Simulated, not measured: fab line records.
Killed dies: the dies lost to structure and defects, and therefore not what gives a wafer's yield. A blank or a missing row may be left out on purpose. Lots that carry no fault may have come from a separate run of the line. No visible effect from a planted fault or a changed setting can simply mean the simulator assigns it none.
Problem report in the 8D (eight disciplines) form, filled by code ; flow sky130 ; the parts of the form that need people (team, actions taken, sign-off) are left out

1. WHAT IS WRONG
spinSpeedRpm at SKY_PWDE_COAT_02 reads a mean of 1952.9 rpm on 9 wafers of 3 lots; wafers without a fault read 1999.7 rpm with a standard deviation of 1.6. That puts it -29 standard deviations away from the usual mean.
The step: resist thk 3000 nm.
First observed at day 4 19:33: wafer L388.1, on lithoTrack-02. The record holds 36 wafers of 12 lots with a number at this step. Rule for "out" (also "out of limits"): further than 4 standard deviations from the usual mean. The rest of the wafers with a number are treated as sound.

2. WHAT IT IS, WHAT IT ISN'T
question;is;is not
which readings at this step;spinSpeedRpm;-
which lots;L388, L389, L390;L383, L387, L395, L399, L400, L401, L402, L403, L405
which wafers of those lots;all that have a number;-
read on which tools;lithoTrack-02;lithoTrack-01, lithoTrack-04
when;from day 4 19:33;"up to then (6 sound wafers); but 21 sound wafers of L395, L399, L400, L401, L402, L403, L405 came after"

3. WHAT RULES OUT EACH SUSPECT
Counting: a tool at a process step up to the reading stays a suspect if it ran every lot that is out and no sound lot after the first of them.
- lithoTrack-02 at SKY_PWDE_COAT_02 (resist thk 3000 nm): ruled out as a lasting fault. After its first lot that is out, L388 (day 4 19:33), sound lots L403, L405 ran on it.
Left after counting: nothing in the record.

4. THE CAUSE (what the simulator had put in)
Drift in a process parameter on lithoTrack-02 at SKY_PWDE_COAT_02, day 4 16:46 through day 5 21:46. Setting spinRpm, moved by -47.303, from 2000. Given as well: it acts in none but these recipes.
Counting ruled it out, wrongly.

5. SEQUENCE OF EFFECTS, ordered by route
Each row: a reading where the mean over the struck wafers with a number is more than 3 standard deviations away from the usual. Only readings for which the record gives a usual standard deviation are gone through. hours: the time from each lot's start at the first step in this table that gives one to its start at this step, as a median over the lots. sigmas: the change in usual standard deviations.
hours;step;reading;usual;on struck wafers;change;sigmas
0;SKY_PWDE_COAT_02;spinSpeedRpm;1999.7 rpm;1952.9;-46.8;-29
9;SKY_PWDE_STRIP_09;stripTimeToEndpointS;36.85 s;37.30;+0.45;+4.5
Process steps it contains:
- SKY_PWDE_COAT_02: resist thk 3000 nm.
- SKY_PWDE_STRIP_09: strips in O2/N2.

6. WHAT WOULD HAVE CAUGHT IT SOONER
The fault began at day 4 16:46; the first out-of-limits reading in this record came at day 4 19:33, 3 hours later.
